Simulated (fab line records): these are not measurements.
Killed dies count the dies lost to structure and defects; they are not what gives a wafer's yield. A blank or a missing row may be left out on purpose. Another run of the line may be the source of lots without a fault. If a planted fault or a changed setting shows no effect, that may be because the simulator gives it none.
Split-lot study :: flow gf180mcu :: 23 wafers read from 5 lots, route of 602 steps

ABOUT THE SPLIT
At GF_HV_LDD_EXPOSE_16 (exposes mask Pplus LV AREA, target cd 400 nm), the setting dose-mj was moved away from the recipe's 140 on 7 of the 23 wafers read, by -4.4% to +5.4%. This setting was run at the recipe's value on the other wafers.

FROM THE SPLIT TO THE READING: what the file shows between them, 2 steps
- GF_HV_LDD_PEB_17
- GF_HV_LDD_DEVELOP_18: develop time 60 s

THE READING
At GF_HV_LDD_CD_MEAS_19: cd-nm in nanometres, against a target cd of 400 nm. A value of 399.2 nm with a standard deviation of 3 nm is what fault-free wafers of this fab line usually give.

wafer: L074.1
tool, chamber at the split: iline-stepper-02, 0
dose-mj as run: 140
against the recipe: recipe
cd-nm, nm: 398.7
against lot-mates on the recipe: -

wafer: L074.4
tool, chamber at the split: iline-stepper-02, 0
dose-mj as run: 140
against the recipe: recipe
cd-nm, nm: 398.9
against lot-mates on the recipe: -

wafer: L074.6
tool, chamber at the split: iline-stepper-02, 0
dose-mj as run: 140
against the recipe: recipe
cd-nm, nm: 399.3
against lot-mates on the recipe: -

wafer: L078.1
tool, chamber at the split: iline-stepper-01, 0
dose-mj as run: 140
against the recipe: recipe
cd-nm, nm: 398.7
against lot-mates on the recipe: -

wafer: L078.2
tool, chamber at the split: iline-stepper-01, 0
dose-mj as run: 140
against the recipe: recipe
cd-nm, nm: 399.1
against lot-mates on the recipe: -

wafer: L078.3
tool, chamber at the split: iline-stepper-01, 0
dose-mj as run: 140
against the recipe: recipe
cd-nm, nm: 397.9
against lot-mates on the recipe: -

wafer: L078.4
tool, chamber at the split: iline-stepper-01, 0
dose-mj as run: 140
against the recipe: recipe
cd-nm, nm: 399.5
against lot-mates on the recipe: -

wafer: L078.6
tool, chamber at the split: iline-stepper-01, 0
dose-mj as run: 140
against the recipe: recipe
cd-nm, nm: 398.1
against lot-mates on the recipe: -

wafer: L079.1
tool, chamber at the split: iline-stepper-02, 0
dose-mj as run: 140
against the recipe: recipe
cd-nm, nm: 401.9
against lot-mates on the recipe: -

wafer: L079.2
tool, chamber at the split: iline-stepper-02, 0
dose-mj as run: 134.8
against the recipe: -3.7%
cd-nm, nm: 390.5
against lot-mates on the recipe: -10.7

wafer: L079.3
tool, chamber at the split: iline-stepper-02, 0
dose-mj as run: 140
against the recipe: recipe
cd-nm, nm: 400.0
against lot-mates on the recipe: -

wafer: L079.5
tool, chamber at the split: iline-stepper-02, 0
dose-mj as run: 134.8
against the recipe: -3.7%
cd-nm, nm: 391.2
against lot-mates on the recipe: -10.0

wafer: L079.6
tool, chamber at the split: iline-stepper-02, 0
dose-mj as run: 140
against the recipe: recipe
cd-nm, nm: 401.6
against lot-mates on the recipe: -

wafer: L082.1
tool, chamber at the split: iline-stepper-01, 0
dose-mj as run: 147.5
against the recipe: +5.4%
cd-nm, nm: 419.9
against lot-mates on the recipe: +15.5

wafer: L082.3
tool, chamber at the split: iline-stepper-01, 0
dose-mj as run: 147.5
against the recipe: +5.4%
cd-nm, nm: 418.3
against lot-mates on the recipe: +13.9

wafer: L082.4
tool, chamber at the split: iline-stepper-01, 0
dose-mj as run: 147.5
against the recipe: +5.4%
cd-nm, nm: 415.7
against lot-mates on the recipe: +11.3

wafer: L082.5
tool, chamber at the split: iline-stepper-01, 0
dose-mj as run: 140
against the recipe: recipe
cd-nm, nm: 404.6
against lot-mates on the recipe: -

wafer: L082.6
tool, chamber at the split: iline-stepper-01, 0
dose-mj as run: 140
against the recipe: recipe
cd-nm, nm: 404.1
against lot-mates on the recipe: -

wafer: L085.1
tool, chamber at the split: iline-stepper-01, 0
dose-mj as run: 140
against the recipe: recipe
cd-nm, nm: 399.9
against lot-mates on the recipe: -

wafer: L085.2
tool, chamber at the split: iline-stepper-01, 0
dose-mj as run: 133.8
against the recipe: -4.4%
cd-nm, nm: 388.3
against lot-mates on the recipe: -10.8

wafer: L085.4
tool, chamber at the split: iline-stepper-01, 0
dose-mj as run: 140
against the recipe: recipe
cd-nm, nm: 397.8
against lot-mates on the recipe: -

wafer: L085.5
tool, chamber at the split: iline-stepper-01, 0
dose-mj as run: 140
against the recipe: recipe
cd-nm, nm: 399.7
against lot-mates on the recipe: -

wafer: L085.6
tool, chamber at the split: iline-stepper-01, 0
dose-mj as run: 133.8
against the recipe: -4.4%
cd-nm, nm: 387.2
against lot-mates on the recipe: -11.9

FIT RESULTS
A straight line over all 23 wafers: cd-nm changes by +3.04 nm for each +1% of dose-mj; r = +0.97; the points scatter about the line by 2 nm.
The same after taking each lot's own level away (the mean of its wafers on the recipe; 23 wafers): +2.59 nm for each +1%; r = +0.99; scatter 0.92 nm.
On that fit, the largest move of dose-mj shifts the reading by 14 nm.
From 398.66 to 404.35 nm: that is the span of the lots' own levels, equal to 1.9 times the standard deviation above.
So the lot-to-lot level changes the slope: the two fits differ.
Check: +13.3 nm against its lot-mates is what the line predicts for one of the wafers moved furthest among these (+5.4%) when that wafer is left out of the fit. It came out at +15.5 nm against them.

THESE WAFERS: OTHER SPLITS
These wafers also went through other splits before the reading. Each is held against what the fit with the lots' levels taken away leaves over:
other split on the same wafers: GF_POLY_GATE_PEB_08 peb-time-s
wafers away from the commonest value: 7
r with cd-nm (lot level and that fit taken away): -0.17

FILE'S OWN FIT
cd-nm changes by +2.6 nm for each +1% of dose-mj, r = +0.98.
